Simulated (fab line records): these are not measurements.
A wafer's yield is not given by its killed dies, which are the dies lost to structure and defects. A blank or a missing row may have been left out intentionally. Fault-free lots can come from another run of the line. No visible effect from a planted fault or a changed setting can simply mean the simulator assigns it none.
Lot-split experiment :: flow gf180mcu :: 23 wafers read from 5 lots, route of 602 steps

== ABOUT THE SPLIT ==
At GF_MIM_SPUTTER_00 (material Ti, target thk 37.5 nm, time 150 s), the setting time-s was moved away from the recipe's 150 s on 7 of the 23 wafers read, by -12.7% to +11.5%. For the rest of the wafers, this setting stayed at what the recipe calls for.

The reading comes from the split's own step.

== THE READING ==
Ti_of_MIM_SPUTTER_00.thk-nm (the simulator's own value, which no gauge read), in nm, at GF_MIM_SPUTTER_00 (material Ti, target thk 37.5 nm, time 150 s). There is no usual value for it anywhere in the file. Here, 16 wafers ran the recipe; their average is 37.55 nm with a standard deviation of 0.49 nm.

wafer: L074.2
tool, chamber at the split: pvd-sputter-01, -
time-s as run, s: 150
against the recipe: recipe
Ti_of_MIM_SPUTTER_00.thk-nm, nm: 37.47
against lot-mates on the recipe: -

wafer: L074.3
tool, chamber at the split: pvd-sputter-01, -
time-s as run, s: 150
against the recipe: recipe
Ti_of_MIM_SPUTTER_00.thk-nm, nm: 37.29
against lot-mates on the recipe: -

wafer: L074.4
tool, chamber at the split: pvd-sputter-01, -
time-s as run, s: 167.3
against the recipe: +11.5%
Ti_of_MIM_SPUTTER_00.thk-nm, nm: 41.56
against lot-mates on the recipe: +4.10

wafer: L074.5
tool, chamber at the split: pvd-sputter-01, -
time-s as run, s: 150
against the recipe: recipe
Ti_of_MIM_SPUTTER_00.thk-nm, nm: 37.61
against lot-mates on the recipe: -

wafer: L074.6
tool, chamber at the split: pvd-sputter-01, -
time-s as run, s: 167.3
against the recipe: +11.5%
Ti_of_MIM_SPUTTER_00.thk-nm, nm: 41.94
against lot-mates on the recipe: +4.48

wafer: L075.1
tool, chamber at the split: pvd-sputter-03, -
time-s as run, s: 131
against the recipe: -12.7%
Ti_of_MIM_SPUTTER_00.thk-nm, nm: 33.73
against lot-mates on the recipe: -4.39

wafer: L075.2
tool, chamber at the split: pvd-sputter-03, -
time-s as run, s: 131
against the recipe: -12.7%
Ti_of_MIM_SPUTTER_00.thk-nm, nm: 33.7
against lot-mates on the recipe: -4.42

wafer: L075.3
tool, chamber at the split: pvd-sputter-03, -
time-s as run, s: 150
against the recipe: recipe
Ti_of_MIM_SPUTTER_00.thk-nm, nm: 37.78
against lot-mates on the recipe: -

wafer: L075.4
tool, chamber at the split: pvd-sputter-03, -
time-s as run, s: 131
against the recipe: -12.7%
Ti_of_MIM_SPUTTER_00.thk-nm, nm: 33.13
against lot-mates on the recipe: -4.99

wafer: L075.5
tool, chamber at the split: pvd-sputter-03, -
time-s as run, s: 150
against the recipe: recipe
Ti_of_MIM_SPUTTER_00.thk-nm, nm: 38.46
against lot-mates on the recipe: -

wafer: L076.2
tool, chamber at the split: pvd-sputter-01, -
time-s as run, s: 150
against the recipe: recipe
Ti_of_MIM_SPUTTER_00.thk-nm, nm: 37.2
against lot-mates on the recipe: -

wafer: L076.5
tool, chamber at the split: pvd-sputter-01, -
time-s as run, s: 150
against the recipe: recipe
Ti_of_MIM_SPUTTER_00.thk-nm, nm: 37.28
against lot-mates on the recipe: -

wafer: L076.6
tool, chamber at the split: pvd-sputter-01, -
time-s as run, s: 150
against the recipe: recipe
Ti_of_MIM_SPUTTER_00.thk-nm, nm: 37.14
against lot-mates on the recipe: -

wafer: L080.1
tool, chamber at the split: pvd-sputter-03, -
time-s as run, s: 150
against the recipe: recipe
Ti_of_MIM_SPUTTER_00.thk-nm, nm: 38.12
against lot-mates on the recipe: -

wafer: L080.2
tool, chamber at the split: pvd-sputter-03, -
time-s as run, s: 150
against the recipe: recipe
Ti_of_MIM_SPUTTER_00.thk-nm, nm: 37.94
against lot-mates on the recipe: -

wafer: L080.3
tool, chamber at the split: pvd-sputter-03, -
time-s as run, s: 150
against the recipe: recipe
Ti_of_MIM_SPUTTER_00.thk-nm, nm: 38.25
against lot-mates on the recipe: -

wafer: L080.4
tool, chamber at the split: pvd-sputter-03, -
time-s as run, s: 150
against the recipe: recipe
Ti_of_MIM_SPUTTER_00.thk-nm, nm: 37.7
against lot-mates on the recipe: -

wafer: L080.5
tool, chamber at the split: pvd-sputter-03, -
time-s as run, s: 150
against the recipe: recipe
Ti_of_MIM_SPUTTER_00.thk-nm, nm: 37.92
against lot-mates on the recipe: -

wafer: L085.1
tool, chamber at the split: pvd-sputter-01, -
time-s as run, s: 150
against the recipe: recipe
Ti_of_MIM_SPUTTER_00.thk-nm, nm: 37.19
against lot-mates on the recipe: -

wafer: L085.2
tool, chamber at the split: pvd-sputter-01, -
time-s as run, s: 160
against the recipe: +6.7%
Ti_of_MIM_SPUTTER_00.thk-nm, nm: 39.79
against lot-mates on the recipe: +2.89

wafer: L085.4
tool, chamber at the split: pvd-sputter-01, -
time-s as run, s: 150
against the recipe: recipe
Ti_of_MIM_SPUTTER_00.thk-nm, nm: 36.57
against lot-mates on the recipe: -

wafer: L085.5
tool, chamber at the split: pvd-sputter-01, -
time-s as run, s: 150
against the recipe: recipe
Ti_of_MIM_SPUTTER_00.thk-nm, nm: 36.95
against lot-mates on the recipe: -

wafer: L085.6
tool, chamber at the split: pvd-sputter-01, -
time-s as run, s: 160
against the recipe: +6.7%
Ti_of_MIM_SPUTTER_00.thk-nm, nm: 39.52
against lot-mates on the recipe: +2.62

FIT RESULTS
A straight line over all 23 wafers: Ti_of_MIM_SPUTTER_00.thk-nm changes by +0.333 nm for each +1% of time-s; r = +0.98; the points scatter about the line by 0.47 nm.
The same after taking each lot's own level away (the mean of its wafers on the recipe; 23 wafers): +0.371 nm for each +1%; r = +1.00; scatter 0.23 nm.
On that fit, the largest move of time-s shifts the reading by 4.7 nm.
Across the lots, their own levels run from 36.903 to 38.120 nm, a range of 2.5 times the standard deviation given above.
Thus the slope moves with the lot-to-lot level: the two fits are different.
Check: for one of the wafers moved furthest among these (-12.7%), held out of the fit, the line's prediction against its lot-mates is -4.75 nm. It came out at -4.39 nm against them.

== OTHER SPLITS APPLIED TO THESE WAFERS ==
These wafers also went through other splits before the reading. Each is held against what the fit with the lots' levels taken away leaves over:
other split on the same wafers: GF_V2_CVD_23 temp-c
wafers away from the commonest value: 7
r with Ti_of_MIM_SPUTTER_00.thk-nm (lot level and that fit taken away): -0.10

other split on the same wafers: GF_M3_SPUTTER_04 chamber-pressure-pa
wafers away from the commonest value: 10
r with Ti_of_MIM_SPUTTER_00.thk-nm (lot level and that fit taken away): -0.07

other split on the same wafers: GF_M3_COAT_09 resist-thk-nm
wafers away from the commonest value: 10
r with Ti_of_MIM_SPUTTER_00.thk-nm (lot level and that fit taken away): -0.13

other split on the same wafers: GF_M3_STRIP_17 platen-temp-c
wafers away from the commonest value: 10
r with Ti_of_MIM_SPUTTER_00.thk-nm (lot level and that fit taken away): -0.35

other split on the same wafers: GF_V3_CMP_04 leave-above-ref-nm
wafers away from the commonest value: 11
r with Ti_of_MIM_SPUTTER_00.thk-nm (lot level and that fit taken away): -0.14

other split on the same wafers: GF_V3_ETCH_17 source-w
wafers away from the commonest value: 5
r with Ti_of_MIM_SPUTTER_00.thk-nm (lot level and that fit taken away): -0.04

other split on the same wafers: GF_M4_SPUTTER_04 time-s
wafers away from the commonest value: 8
r with Ti_of_MIM_SPUTTER_00.thk-nm (lot level and that fit taken away): -0.30

other split on the same wafers: GF_M4_DEVELOP_13 develop-time-s
wafers away from the commonest value: 5
r with Ti_of_MIM_SPUTTER_00.thk-nm (lot level and that fit taken away): +0.20

other split on the same wafers: GF_M4_METAL_ETCH_16 time-s
wafers away from the commonest value: 10
r with Ti_of_MIM_SPUTTER_00.thk-nm (lot level and that fit taken away): +0.21

other split on the same wafers: GF_V4_CMP_04 leave-above-ref-nm
wafers away from the commonest value: 7
r with Ti_of_MIM_SPUTTER_00.thk-nm (lot level and that fit taken away): +0.05

other split on the same wafers: GF_V4_DEVELOP_13 develop-time-s
wafers away from the commonest value: 5
r with Ti_of_MIM_SPUTTER_00.thk-nm (lot level and that fit taken away): +0.09

== THE FILE'S OWN FIT ==
Ti_of_MIM_SPUTTER_00.thk-nm changes by +0.373 nm for each +1% of time-s, r = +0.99.
